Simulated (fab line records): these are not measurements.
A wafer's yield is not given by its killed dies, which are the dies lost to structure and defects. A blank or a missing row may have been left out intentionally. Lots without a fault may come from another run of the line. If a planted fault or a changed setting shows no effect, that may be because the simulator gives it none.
A struck lot beside a sound one || flow gf180mcu || 13 out of 602 route steps
Sound: wafers L621.1, L621.2, L621.6. Wafers L612.1, L612.4, L612.5 were the ones struck. The cause is named last.
For every step that has rows: the tool of each side, followed by ch and its chambers, followed by its first start. Under that, the readings that differ: sound wafers || struck wafers || difference of the means || sigmas: that difference in standard deviations of wafers without a fault.
alike: same words and numbers on both sides, and readings whose means sit less than 2 such deviations apart. not compared: any withheld reading, any reading some wafer has no value for, any bound like >300 that may hide the same value, and any number with overlapping values for which the record gives no deviation.
The two part at a step that has a row with sigmas, a row that says differs or no value, or rows on one side only. When numbers do not overlap yet have no deviation, they are printed without sigmas and do not part them. A reading that every wafer of one side lacks parts them only if that side has two wafers or more.

GF_V5_CD_MEAS_14 targets a cd of 260 nm.
  sound on cd sem-01, day 32 11:34; struck on cd sem-02, day 30 12:05
  alike: cd nm
GF_V5_OVL_MEAS_15:
  sound on overlay-02, day 32 11:41; struck on overlay-01, day 30 12:12
  alike: V5_OVL
then, 1 step without rows for these wafers: GF_V5_ETCH_16 (etches BARC in N2/H2).
GF_V5_ETCH_17: etches SiO2 in C4F8/O2/Ar, stops on TiN, target depth 855 nm.
  sound on rie diel-04 ch 2,3; struck on rie diel-04 ch 2,3
  alike: oes product au
GF_V5_STRIP_18: strips in O2/N2.
  sound on plasma asher-03 ch 0,1, day 32 11:52; struck on plasma asher-02 ch 0,1, day 30 12:23
  alike: drypump motor current A, heater power w, oes product au
  not compared: rf hours counter h
then, 2 steps without rows for these wafers: GF_V5_STRIP_19 (strips in post etch residue remover, time 1200 s); GF_V5_CLEAN_20 (cleans in DIW).
GF_V5_SPUTTER_21: material Ti, target thk 15 nm, time 80.02 s.
  sound on pvd sputter-04, day 32 12:24; struck on pvd sputter-04, day 30 12:55
  alike: throttle valve pct
GF_V5_SPUTTER_22: material TiN, target thk 10 nm, time 40 s.
  sound on pvd sputter-04, day 32 12:28; struck on pvd sputter-04, day 30 12:59
  alike: throttle valve pct
GF_V5_CVD_23: deposits W, target thk 350 nm, time 104.9 s.
  sound on cvd w-02 ch 0,1, day 32 12:30; struck on cvd w-02 ch 0, day 30 13:01
  alike: heater power outer w, heater power w
  not compared: since wet clean h
GF_V5_RS_MEAS_24: measurement is done with a four-point probe.
  sound on film metro-03, day 32 12:37; struck on film metro-03, day 30 13:08
  alike: V5_W_RS
GF_V5_THK_MEAS_25: measures by xrf.
  sound on film metro-03, day 32 12:44; struck on film metro-03, day 30 13:15
  alike: V5_W_THK
GF_V5_CMP_26: polishes, stops on SiO2, t overpolish 15 s, target thk 0 nm.
  sound on cmp-01 ch 0,2,3, day 32 12:51; struck on cmp-02 ch 2,3, day 30 13:22
  no value came back on the struck wafers for any of 6 readings (edge zone pressure frac, head pressure psi (psi) and others); on the sound wafers edge zone pressure frac reads 1.007 1.001 1.009
{"reading": "model.W_of_V5_CVD_23.thk nm (nm)", "sound": "0 0 0", "struck": "353.9 345.6 350.9", "difference": "+350.1", "sigmas": ""}

== WHERE THEY PART ==
Only at GF_V5_CMP_26, within this record.

WHY: what the simulator had put in
Entire step skipped (cmp-02, GF_V5_CMP_26), from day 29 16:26 onward. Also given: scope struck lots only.
